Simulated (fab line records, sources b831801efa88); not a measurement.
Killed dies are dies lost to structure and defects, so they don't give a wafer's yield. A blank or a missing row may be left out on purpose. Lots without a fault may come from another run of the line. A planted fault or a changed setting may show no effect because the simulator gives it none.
Which tool did it? | flow gf180mcu | 6 lots, 18 wafers sampled, at 4 steps of a route of 602

WHAT THE GAUGES READ, wafer by wafer
GF_HV_LDD_TW_MEAS_11.
lot  | measured     | on            | HV_LDD_TW
L453 | day 10 08:02 | film_metro-03 | 2399 2421 2383
L459 | day 12 06:02 | film_metro-04 | 2378 2387 2393
L465 | day 14 00:50 | film_metro-03 | 2533 2534 2539
L469 | day 15 05:32 | film_metro-04 | 2579 2562 2568
L473 | day 16 11:52 | film_metro-02 | 2450 2441 2441
L475 | day 17 02:40 | film_metro-02 | 2434 2431 2429

WHICH TOOL RAN EACH LOT (tool, then ch and the chambers of the sampled wafers, then the start)
lot  | GF_VT_IMPLANT_RTA_45             | GF_POLY_GATE_ETCH_12               | GF_HV_LDD_IMPLANT_09
L453 | rtp_anneal-02 ch 0, day 7 21:14  | rie_diel-01 ch 0,1,2, day 9 12:26  | implanter-04 ch 0, day 10 07:48
L459 | rtp_anneal-02 ch 0, day 9 13:43  | rie_diel-01 ch 0,2, day 11 07:52   | implanter-02 ch 0, day 12 05:48
L465 | rtp_anneal-02 ch 0, day 11 04:51 | rie_diel-02 ch 0,1,2, day 13 02:38 | implanter-02 ch 0, day 14 00:35
L469 | rtp_anneal-02 ch 0, day 12 08:37 | rie_diel-02 ch 0,1,3, day 14 06:23 | implanter-02 ch 0, day 15 05:18
L473 | rtp_anneal-02 ch 0, day 13 12:54 | rie_diel-02 ch 1,3, day 15 11:56   | implanter-04 ch 0, day 16 11:37
L475 | rtp_anneal-01 ch 0, day 14 00:18 | rie_diel-02 ch 0,1,2, day 16 01:16 | implanter-04 ch 0, day 17 02:26
- GF_VT_IMPLANT_RTA_45: time 32.45 s.
- GF_POLY_GATE_ETCH_12: etches BARC in N2/H2.
- GF_HV_LDD_IMPLANT_09

THE ANSWER, worked out from the rows above alone
Rule: what is usual is taken from the lots themselves. Put in order of their means at a reading, lots are off if they are a third of the lots or fewer, leave a main group of 4 or more, and stand apart from it by a gap of 3 or more times the standard deviation of the main group's means; of several such gaps the widest counts. A main group whose means are all the same, to the digits that the tables above print for the reading, isn't used. A lot without any number at a reading at which 4 lots or more have one is off too. The other lots that the step has rows for count as sound.
Off: L465, L469, at GF_HV_LDD_TW_MEAS_11 (HV_LDD_TW). The main group: mean 2416, standard deviation 23.
A tool fits if, at a process step before that reading, it ran every lot that is off, and no sound lot after the first of them. The gauges at GF_HV_LDD_TW_MEAS_11 are tried like those tools. One fits: implanter-02 at GF_HV_LDD_IMPLANT_09. Its last sound lot is L459 (day 12 05:48), its first lot that is off L465 (day 14 00:35): a fault that began between those two fits.

WHAT THE SIMULATOR HAD PUT IN
Process parameter drift: implanter-02, from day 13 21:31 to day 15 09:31, at GF_HV_LDD_IMPLANT_09. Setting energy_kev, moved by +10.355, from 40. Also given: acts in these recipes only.
Lots struck among those shown: L465, L469. The rule above found the same.
